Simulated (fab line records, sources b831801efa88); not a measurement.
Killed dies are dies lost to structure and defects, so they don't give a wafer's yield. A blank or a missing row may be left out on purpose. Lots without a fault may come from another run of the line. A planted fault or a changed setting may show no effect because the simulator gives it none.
Chamber matching | flow gf180mcu | GF_STI_CMP_25 on cmp-01: 4 sister chambers
The step polishes, stops on Si3N4, t overpolish 33 s, target thk 524.6 nm. 15 wafers are shown with their chamber, then 7 later ones without.

WAFERS WITH THEIR CHAMBER
wafer  | chamber | motor_current_A (A) | edge_zone_pressure_frac | time_to_endpoint_s (s)
L168.1 | 3       | 10.0                | 1.000                   | 129
L168.4 | 2       | 11.4                | 1.000                   | 131
L168.6 | 1       | 14.1                | 0.999                   | 134
L169.3 | 0       | 12.2                | 1.005                   | 130
L169.4 | 2       | 11.5                | 1.003                   | 127
L169.6 | 0       | 12.7                | 1.007                   | 129
L170.1 | 1       | 13.2                | 1.000                   | 133
L170.4 | 2       | 10.9                | 1.009                   | 133
L170.6 | 1       | 13.8                | 0.991                   | 134
L171.1 | 3       | 10.3                | 0.991                   | 128
L171.2 | 2       | 11.2                | 0.999                   | 133
L171.6 | 1       | 13.8                | 0.995                   | 127
L173.3 | 1       | 13.3                | 0.985                   | 127
L173.5 | 1       | 13.2                | 0.999                   | 131
L173.6 | 2       | 11.7                | 0.997                   | 133

SIGNATURES (means of the wafers above)
reading                 | chamber 0 | chamber 1 | chamber 2 | chamber 3 | scatter within a chamber
motor_current_A         | 12.450    | 13.567    | 11.340    | 10.150    | 0.34
edge_zone_pressure_frac | 1.00600   | 0.99483   | 1.00160   | 0.99550   | 0.00524
time_to_endpoint_s      | 129.50    | 131.00    | 131.40    | 128.50    | 2.73
Rule: a wafer's distance from a chamber is the root of the sum, over the readings, of the square of ((its reading less the chamber's mean) divided by the reading's scatter). The wafer belongs to the nearest chamber; if the next one is less than 2 further off, it can't be placed. The scatter: the root of (the sum of the squares of (reading less its chamber's mean) over the shown wafers, divided by (wafers less chambers)).

WAFERS WITHOUT THEIR CHAMBER
wafer  | motor_current_A (A) | edge_zone_pressure_frac | time_to_endpoint_s (s)
L179.1 | 10.0                | 0.995                   | 128
L179.2 | 11.1                | 0.996                   | 131
L179.4 | 12.7                | 1.007                   | 132
L181.6 | 12.0                | 1.007                   | 126
L184.1 | 13.7                | 0.992                   | 127
L184.3 | 12.4                | 1.001                   | 125
L184.6 | 11.2                | 1.004                   | 130

WHICH CHAMBER EACH WENT THROUGH
wafer  | from the rows above     | in truth
L179.1 | 3                       | 3
L179.2 | can't be placed: 2 or 3 | 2
L179.4 | 0                       | 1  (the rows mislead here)
L181.6 | can't be placed: 0 or 2 | 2
L184.1 | 1                       | 1
L184.3 | can't be placed: 0 or 2 | 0
L184.6 | 2                       | 2
Placed correctly: 3 of 7. Can't be placed from these rows: 3 (the true chamber is among the candidates in 3). Placed wrongly: 1.
